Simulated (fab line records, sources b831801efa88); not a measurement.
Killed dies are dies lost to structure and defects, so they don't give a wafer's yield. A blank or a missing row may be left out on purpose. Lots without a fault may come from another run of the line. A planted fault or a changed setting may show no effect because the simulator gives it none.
One fault seen from 2 desks | flow sfq_line | each desk has only its own numbers; what lay behind them comes last

THE TOOL OWNER'S DESK: rie_metal-03
The tool's own readings at SFQ_TRILAYER_M5_BARC_OPEN_METAL_ETCH_161 (etches BARC in O2, target depth 125 nm, time 41.7 s): means of the sampled wafers that have a number, for each lot that ran on this tool. A lot is out of limits, marked OUT, if its mean lies more than 4 standard deviations from the usual mean; the brackets give that distance.
Columns: A = drypump_motor_current_A at SFQ_TRILAYER_M5_BARC_OPEN_METAL_ETCH_161, usual 5.5 A; B = oes_product_au at SFQ_TRILAYER_M5_BARC_OPEN_METAL_ETCH_161, usual 0.685 a.u.; C = rf_fwd_power_W at SFQ_TRILAYER_M5_BARC_OPEN_METAL_ETCH_161, usual 594.0 W
lot  | first seen here | A   | B     | C
L129 | day 54 22:17    | 5.5 | 0.690 | 593.6
L131 | day 55 13:26    | 5.7 | 0.686 | 595.6
L132 | day 55 15:51    | 5.5 | 0.683 | 595.2
L140 | day 61 09:41    | 5.2 | 0.685 | 754.8 (+60) OUT
L141 | day 62 13:05    | 5.5 | 0.684 | 675.5 (+30) OUT
L148 | day 70 00:25    | 5.2 | 0.686 | 595.4
This desk's finding: out of limits on L140, L141; first on L140, day 61 09:41 (rf_fwd_power_W at SFQ_TRILAYER_M5_BARC_OPEN_METAL_ETCH_161). In limits: L129, L131, L132, L148.

THE METROLOGY DESK
What the gauges read, lot by lot, whatever tool the lot ran on: means of the sampled wafers that have a number. A lot is out of limits, marked OUT, if its mean lies more than 4 standard deviations from the usual mean; the brackets give that distance.
Columns: A = R5_MONX_RS at SFQ_R5_RS_MEAS_933, usual 7.10 ohm/sq
lot  | first seen here | A
L129 | day 55 17:43    | 7.18
L130 | day 56 02:43    | 7.12
L131 | day 56 05:44    | 7.09
L132 | day 56 08:45    | 7.09
L134 | day 56 12:19    | 7.16
L137 | day 61 21:44    | 7.06
L140 | day 62 03:43    | 7.16
L141 | day 63 12:43    | 7.03
L144 | day 64 09:51    | 7.13
L148 | day 70 06:00    | 7.17
L149 | day 70 15:39    | 7.11
L150 | day 71 00:05    | 7.01
L151 | day 71 09:29    | 7.13
L152 | day 71 17:08    | 7.03
This desk's finding: nothing out of limits on any of the 14 lots.

PUT TOGETHER
The tool owner's desk could have raised an alarm at day 61 09:41, on L140, L141.
The metrology desk saw nothing out of limits.
The metrology desk has L140, L141 on record, within its limits.
Of the lots named, all ran SFQ_TRILAYER_M5_BARC_OPEN_METAL_ETCH_161 on rie_metal-03.

WHAT THE SIMULATOR HAD PUT IN
Process parameter drift: rie_metal-03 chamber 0, from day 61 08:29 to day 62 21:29, at SFQ_TRILAYER_M5_BARC_OPEN_METAL_ETCH_161. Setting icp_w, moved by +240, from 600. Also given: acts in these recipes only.
Lots struck among those shown: L140, L141.
Hours from the fault's start to each desk's first reading out of limits: the tool owner's desk, 1.
